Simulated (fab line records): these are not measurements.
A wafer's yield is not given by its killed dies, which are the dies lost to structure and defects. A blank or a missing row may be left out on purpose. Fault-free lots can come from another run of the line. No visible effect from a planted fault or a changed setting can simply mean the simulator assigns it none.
fab line records	flow sky130
record lots=6	wafers=18	last_day=50
route steps=708 shown VIA3@590 METAL4@598 CAP2M@603 PAD_OPEN@708
lots untouched by any fault: they come from a run of this same line in which no faults occurred
start_h: hours from the record's opening day to when the first of the lot's shown wafers began	wait_h: hours from the lot's prior step to this one	" the same as in the row above	L1.1+2: a single row standing in for several wafers	- no value, or no start given	* or withheld: withheld	< > ~ a bound
route shown NAME@n: NAME is a module with steps in the file, n the number in the route of the first one	usual: the fault-free wafers' mean and standard deviation	same: alike in all rows	chamber/n: place in a boat	sites: the reading at each site	_std_site: their standard deviation	_edge_site: inner sites' mean taken away from outer sites' mean	radius_mm: for every site, how far away it sits from the centre of the wafer	mask NAME#n: copy n	behind: the most recent tool/chamber to have shaped the wafer	hold: why the lot went on hold/how many hours it stayed there/how the hold came to an end	device: the transistor (n, p or np) that didn't switch	end of line: the route-end tests of the same wafers	for a step that has no rows: nothing shown but its recipe	killed: at the first sort, the dies lost to defects and structure; wafer yield is something else	map: per-die view of a wafer (x killed, . not killed, _ where there is no die)
set.NAME: the setting as run; set.NAME@STEP: as run at that earlier step	model.NAME: the simulator's own value behind a step, which no gauge read
lots at selected steps of the route; one table per step, one row per wafer
services: the hour from which a tool's chamber was out of use, counted from the record's first day as start_h (under 0 if before that day), plus the number of hours and why
## steps
# step SKY_VIA3_STRIP_17
# recipe chemistry=post_etch_residue_remover	time_s=1200	temp_c=72.5
# step SKY_VIA3_CLEAN_18
# recipe chemistry=IPA	time_s=180	temp_c=25
# step SKY_VIA3_CLEAN_19
# recipe chemistry=O3/DIW	dry=n2_spin
# step SKY_VIA3_SPUTTER_20
# recipe material=TiN	target_thk_nm=20	chamber_pressure_pa=5	power_w=4000	time_s=80
# usual throttle_valve_pct=30.3/0.66
lot.wafer	tool	chamber	start_h	wait_h	throttle_valve_pct
L554.2	pvd_sputter-03	-	978.23	0.0	31.0
L554.4	"	-	"	"	29.8
L554.6	"	-	"	"	29.8
L555.2	pvd_sputter-03	-	985.83	0.0	29.7
L555.3	"	-	"	"	31.5
L555.6	"	-	"	"	30.3
L556.2	pvd_sputter-04	-	990.22	0.0	30.6
L556.3	"	-	"	"	28.6
L556.4	"	-	"	"	29.5
L558.1	pvd_sputter-03	-	1001.41	0.0	30.2
L558.3	"	-	"	"	31.0
L558.4	"	-	"	"	29.8
L569.2	pvd_sputter-03	-	1071.53	0.0	30.0
L569.4	"	-	"	"	30.8
L569.6	"	-	"	"	30.0
L570.1	pvd_sputter-02	-	1078.14	0.0	30.7
L570.3	"	-	"	"	30.0
L570.5	"	-	"	"	30.7
# step SKY_VIA3_CVD_21
# recipe material=W	target_thk_nm=390	time_s=117.31	temp_c=400	pressure_torr=40
# usual heater_power_w=834/34
lot.wafer	tool	chamber	start_h	wait_h	heater_power_w
L554.2	cvd_w-02	1	978.29	0.0	841
L554.4	"	1	"	"	830
L554.6	"	1	"	"	827
L555.2	cvd_w-02	0	985.89	0.0	888
L555.3	"	1	"	"	857
L555.6	"	0	"	"	863
L556.2	cvd_w-02	0	990.28	0.0	860
L556.3	"	0	"	"	895
L556.4	"	1	"	"	858
L558.1	cvd_w-02	0	1001.48	0.0	861
L558.3	"	1	"	"	830
L558.4	"	0	"	"	839
L569.2	cvd_w-01	0	1071.59	0.0	797
L569.4	"	1	"	"	818
L569.6	"	0	"	"	806
L570.1	cvd_w-01	1	1078.20	0.0	804
L570.3	"	1	"	"	807
L570.5	"	0	"	"	788
# step SKY_VIA3_RS_MEAS_22
# recipe thk_meas_gauge=four-point-probe	reads=W_of_VIA3_CVD_21+TiN_of_VIA3_SPUTTER_20
# usual VIA3_W_RS=0.292/0.0067
lot.wafer	tool	chamber	start_h	wait_h	VIA3_W_RS[ohm/sq]
L554.2	film_metro-04	-	978.44	0.1	0.285
L554.4	"	-	"	"	0.285
L554.6	"	-	"	"	0.287
L555.2	film_metro-01	-	986.04	0.1	0.293
L555.3	"	-	"	"	0.282
L555.6	"	-	"	"	0.298
L556.2	film_metro-01	-	990.42	0.1	0.301
L556.3	"	-	"	"	0.294
L556.4	"	-	"	"	0.282
L558.1	film_metro-01	-	1001.60	0.1	0.298
L558.3	"	-	"	"	0.285
L558.4	"	-	"	"	0.296
L569.2	film_metro-03	-	1071.74	0.1	0.299
L569.4	"	-	"	"	0.299
L569.6	"	-	"	"	0.297
L570.1	film_metro-03	-	1078.32	0.1	0.297
L570.3	"	-	"	"	0.299
L570.5	"	-	"	"	0.300
# step SKY_VIA3_THK_MEAS_23
# recipe thk_meas_gauge=xrf	reads=W_of_VIA3_CVD_21
# usual VIA3_W_THK=401/10
lot.wafer	tool	chamber	start_h	wait_h	VIA3_W_THK[nm]
L554.2	film_metro-04	-	978.55	0.1	407
L554.4	"	-	"	"	408
L554.6	"	-	"	"	404
L555.2	film_metro-01	-	986.15	0.1	403
L555.3	"	-	"	"	419
L555.6	"	-	"	"	394
L556.2	film_metro-01	-	990.53	0.1	392
L556.3	"	-	"	"	400
L556.4	"	-	"	"	421
L558.1	film_metro-01	-	1001.72	0.1	396
L558.3	"	-	"	"	414
L558.4	"	-	"	"	397
L569.2	film_metro-03	-	1071.85	0.1	390
L569.4	"	-	"	"	388
L569.6	"	-	"	"	395
L570.1	film_metro-03	-	1078.44	0.1	391
L570.3	"	-	"	"	393
L570.5	"	-	"	"	391
# step SKY_VIA3_CMP_24
# recipe stop_on=SiO2	t_overpolish_s=20	down_force_psi=3.5	platen_rpm=60	target_thk_nm=0	pad_velocity_m_s=0.94248
# usual edge_zone_pressure_frac=0.999/0.0047	head_pressure_psi=3.500/0.0082	motor_current_A=11.3/1.1	overpolish_run_s=19.999/0.0097	time_to_endpoint_s=97/4.9
# same t_overpolish_s=20
lot.wafer	tool	chamber	start_h	wait_h	edge_zone_pressure_frac	head_pressure_psi	motor_current_A	overpolish_run_s	time_to_endpoint_s
L554.4	cmp-02	2	978.60	0.0	1.002	3.502	11.8	19.990	91
L554.2	"	3	"	"	1.003	3.498	9.5	20.001	100
L554.6	"	3	"	"	0.999	3.502	9.2	20.003	97
L555.2	cmp-01	0	986.25	0.1	1.001	3.504	11.9	20.006	94
L555.3	"	2	"	"	0.990	3.506	13.1	20.003	99
L555.6	"	3	"	"	1.000	3.501	11.5	20.001	92
L556.2	cmp-02	3	990.59	0.1	1.004	3.489	9.7	19.989	97
L556.4	"	0	"	"	0.996	3.503	10.7	19.997	102
L556.3	"	1	"	"	1.005	3.505	12.3	20.005	91
L558.4	cmp-02	2	1002.20	0.4	1.002	3.487	10.7	20.023	92
L558.3	"	0	"	"	0.998	3.499	10.9	20.003	105
L558.1	"	1	"	"	1.001	3.511	12.9	20.007	95
L569.4	cmp-02	1	1072.00	0.1	1.000	3.490	12.9	20.013	100
L569.2	"	2	"	"	0.989	3.510	11.6	20.003	97
L569.6	"	0	"	"	0.998	3.514	11.4	19.995	105
L570.1	cmp-01	2	1078.50	0.1	1.001	3.490	13.0	20.013	92
L570.3	"	3	"	"	1.003	3.498	10.8	19.991	93
L570.5	"	3	"	"	1.003	3.497	11.8	20.008	95
# step SKY_METAL4_SPUTTER_00
# recipe material=Ti	target_thk_nm=15	power_w=3000	time_s=10	chamber_pressure_pa=0.4
# usual throttle_valve_pct=30.3/1.3
lot.wafer	tool	chamber	start_h	wait_h	throttle_valve_pct
L554.2	pvd_sputter-03	-	978.90	0.2	30.1
L554.4	"	-	"	"	31.0
L554.6	"	-	"	"	31.1
L555.2	pvd_sputter-01	-	986.50	0.2	30.6
L555.3	"	-	"	"	29.7
L555.6	"	-	"	"	32.0
L556.2	pvd_sputter-03	-	990.89	0.2	30.7
L556.3	"	-	"	"	29.9
L556.4	"	-	"	"	30.2
L558.1	pvd_sputter-03	-	1002.50	0.1	30.9
L558.3	"	-	"	"	30.7
L558.4	"	-	"	"	30.1
L569.2	pvd_sputter-02	-	1072.20	0.1	30.4
L569.4	"	-	"	"	30.6
L569.6	"	-	"	"	29.9
L570.1	pvd_sputter-02	-	1078.80	0.2	30.9
L570.3	"	-	"	"	29.9
L570.5	"	-	"	"	30.2
# step SKY_METAL4_SPUTTER_01
# recipe material=TiN	target_thk_nm=20	power_w=6500	time_s=16.7	chamber_pressure_pa=0.4
# usual throttle_valve_pct=30.3/1.3
lot.wafer	tool	chamber	start_h	wait_h	throttle_valve_pct
L554.2	pvd_sputter-03	-	978.92	0.0	30.2
L554.4	"	-	"	"	31.0
L554.6	"	-	"	"	30.8
L555.2	pvd_sputter-01	-	986.52	0.0	30.8
L555.3	"	-	"	"	29.9
L555.6	"	-	"	"	31.9
L556.2	pvd_sputter-03	-	990.92	0.0	31.1
L556.3	"	-	"	"	29.9
L556.4	"	-	"	"	30.3
L558.1	pvd_sputter-03	-	1002.52	0.0	30.8
L558.3	"	-	"	"	31.1
L558.4	"	-	"	"	30.0
L569.2	pvd_sputter-02	-	1072.22	0.0	30.9
L569.4	"	-	"	"	30.9
L569.6	"	-	"	"	30.2
L570.1	pvd_sputter-02	-	1078.82	0.0	30.8
L570.3	"	-	"	"	29.6
L570.5	"	-	"	"	30.4
# step SKY_METAL4_SPUTTER_02
# recipe material=AlCu	target_thk_nm=735	power_w=10600	time_s=39.1	chamber_pressure_pa=0.4
# step SKY_METAL4_SPUTTER_03
# recipe material=Ti	target_thk_nm=5	power_w=3000	time_s=3.3	chamber_pressure_pa=0.4
# step SKY_METAL4_SPUTTER_04
# recipe material=TiN	target_thk_nm=70	power_w=6500	time_s=58.3	chamber_pressure_pa=0.4
# usual throttle_valve_pct=30.3/1.3
lot.wafer	tool	chamber	start_h	wait_h	throttle_valve_pct	model.TiN_of_METAL4_SPUTTER_04.thk_nm
L554.2	pvd_sputter-03	-	979.00	0.0	30.2	69.99
L554.4	"	-	"	"	30.8	69.16
L554.6	"	-	"	"	30.8	70.33
L555.2	pvd_sputter-01	-	986.60	0.0	30.6	69.72
L555.3	"	-	"	"	30.0	69.19
L555.6	"	-	"	"	32.0	68.49
L556.2	pvd_sputter-03	-	991.00	0.0	31.3	75.7
L556.3	"	-	"	"	29.9	74.49
L556.4	"	-	"	"	30.0	75.71
L558.1	pvd_sputter-03	-	1002.61	0.0	30.8	74.61
L558.3	"	-	"	"	31.3	74.35
L558.4	"	-	"	"	30.0	74.89
L569.2	pvd_sputter-02	-	1072.30	0.0	30.8	68.64
L569.4	"	-	"	"	30.7	68.63
L569.6	"	-	"	"	30.2	68.07
L570.1	pvd_sputter-02	-	1078.91	0.0	30.8	70.28
L570.3	"	-	"	"	29.9	69.38
L570.5	"	-	"	"	30.2	69.39
# step SKY_CAP2M_CVD_00
# recipe material=SiO2	target_thk_nm=15.5	temp_c=400	time_s=withheld	rf_w=450
# step SKY_PAD_OPEN_PROBE_99
# usual defect_limited_yield=82.6/1.9	killed_at_M0_to_M3=43/7.2	killed_at_M4_up=3.5/2	killed_at_contacts=24/5.2	killed_at_front_end=15/4.4	killed_at_other=0.2/0.48	killed_dies=85/9.4	killed_open=46/7.3	killed_short=39/6.1	sort_bin_3_pad_short=0.8/0.37	sort_bin_5_function=10.2/1.4	sort_bin_6_memory=6.3/1.1	sort_n_pass=407/9.4	sort_yield_pct=82.6/1.9
# same gross_dies=492	killed_at_back_side=0	sort_bin_4_leakage[%]=0	sort_bin_8_speed[%]=0
lot.wafer	tool	chamber	start_h	wait_h	defect_limited_yield[%]	killed_at_M0_to_M3	killed_at_M4_up	killed_at_contacts	killed_at_front_end	killed_at_other	killed_dies	killed_open	killed_short	sort_bin_3_pad_short[%]	sort_bin_5_function[%]	sort_bin_6_memory[%]	sort_n_pass	sort_yield_pct[%]
L554.4	prober-01	-	1116.23	0.2	77.0	55	5	34	17	2	113	55	54	1.0	15.9	6.1	379	77.0
L554.6	prober-01	-	1116.33	0.2	83.7	39	3	21	17	0	80	46	33	0.6	10.4	5.3	412	83.7
L570.1	prober-01	-	1197.68	0.1	83.3	42	6	22	12	0	82	44	38	1.0	10.4	5.3	410	83.3
L570.3	prober-01	-	1197.78	0.2	84.8	42	4	21	8	0	75	36	39	0.8	10.0	4.5	417	84.8
L570.5	prober-01	-	1197.88	0.2	82.7	37	3	24	20	1	85	46	39	0.6	10.0	6.7	407	82.7
# killed by level:class
L554.4 VIA1:geometric_particle:open=14 CONTACT:geometric_particle:open=11 LI_CONTACT:geometric_particle:open=9 VIA3:geometric_particle:open=8 VIA1:geometric_particle:short=7 CONTACT:geometric_particle:short=7 POLY_GATE:geometric_particle:short=6 METAL1:geometric_particle:short=6
L554.6 VIA2:geometric_particle:open=9 LI_CONTACT:geometric_particle:open=8 FIELD_ISO:geometric_particle:short=6 VIA3:geometric_particle:open=6 CONTACT:geometric_particle:short=6 VIA1:geometric_particle:open=6 LOCAL_INTERCONNECT:geometric_particle:short=4 METAL1:geometric_particle:short=4
L570.1 VIA1:geometric_particle:open=12 CONTACT:geometric_particle:open=8 METAL2:geometric_particle:short=7 VIA1:geometric_particle:short=6 VIA3:geometric_particle:open=5 LI_CONTACT:geometric_particle:open=5 VIA2:geometric_particle:open=5 METAL4:geometric_particle:short=5
L570.3 VIA1:geometric_particle:open=12 VIA1:geometric_particle:short=11 LI_CONTACT:geometric_particle:open=8 CONTACT:geometric_particle:open=7 FIELD_ISO:geometric_particle:short=4 METAL2:geometric_particle:short=4 METAL1:geometric_particle:short=4 METAL4:geometric_particle:short=4
L570.5 VIA1:geometric_particle:open=15 CONTACT:geometric_particle:open=8 POLY_GATE:geometric_particle:short=7 POLY_GATE:geometric_particle:open=7 LI_CONTACT:geometric_particle:open=7 METAL2:geometric_particle:short=6 CONTACT:geometric_particle:short=4 FIELD_ISO:geometric_particle:short=3
## services
tool	chamber	start_h	hours	kind
cmp-02	-	956.80	0.3	repair
pvd_sputter-04	-	961.59	1.0	repair
pvd_sputter-04	0	968.50	-	consumable_replace:kit
pvd_sputter-04	0	968.50	18.0	scheduled_down
pvd_sputter-04	0	968.50	18.0	vent_cycle
pvd_sputter-01	1	992.93	-	consumable_replace:kit
pvd_sputter-01	1	992.93	18.0	scheduled_down
pvd_sputter-01	1	992.93	18.0	vent_cycle
cmp-01	-	1003.91	0.9	repair
pvd_sputter-02	-	1009.48	8.0	repair
cmp-01	-	1012.06	17.0	repair
cmp-01	-	1019.44	1.6	repair
cmp-01	-	1037.47	1.1	repair
pvd_sputter-01	-	1041.24	1.4	repair
cmp-02	-	1043.21	2.9	repair
pvd_sputter-03	2	1055.10	-	consumable_replace:kit
pvd_sputter-03	2	1055.10	18.0	scheduled_down
pvd_sputter-03	2	1055.10	18.0	vent_cycle
pvd_sputter-02	1	1062.23	-	consumable_replace:kit
pvd_sputter-02	1	1062.23	18.0	scheduled_down
pvd_sputter-02	1	1062.23	18.0	vent_cycle
pvd_sputter-01	-	1071.19	1.2	repair
pvd_sputter-04	3	1077.07	-	consumable_replace:kit
pvd_sputter-04	3	1077.07	18.0	scheduled_down
## key
first_sign none at tools or gauges
model_effect step=SKY_METAL4_SPUTTER_04	value=TiN_of_METAL4_SPUTTER_04.thk_nm	without=68.86	struck=74.96
met_at SKY_METAL4_SPUTTER_04
struck_wafers L556.2,L556.3,L556.4,L558.1,L558.3,L558.4
onset_between 979.00 991.00
also_fits SKY_VIA3_CVD_21:cvd_w-02,SKY_METAL4_SPUTTER_00:pvd_sputter-03,SKY_METAL4_SPUTTER_01:pvd_sputter-03
fault kind=process_parameter_drift	tool=pvd_sputter-03	chamber=-	onset_h=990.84	steps=SKY_METAL4_SPUTTER_04	channel=time_s	offset=*	shape=step	end_h=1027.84	acts_in=*	stated=*
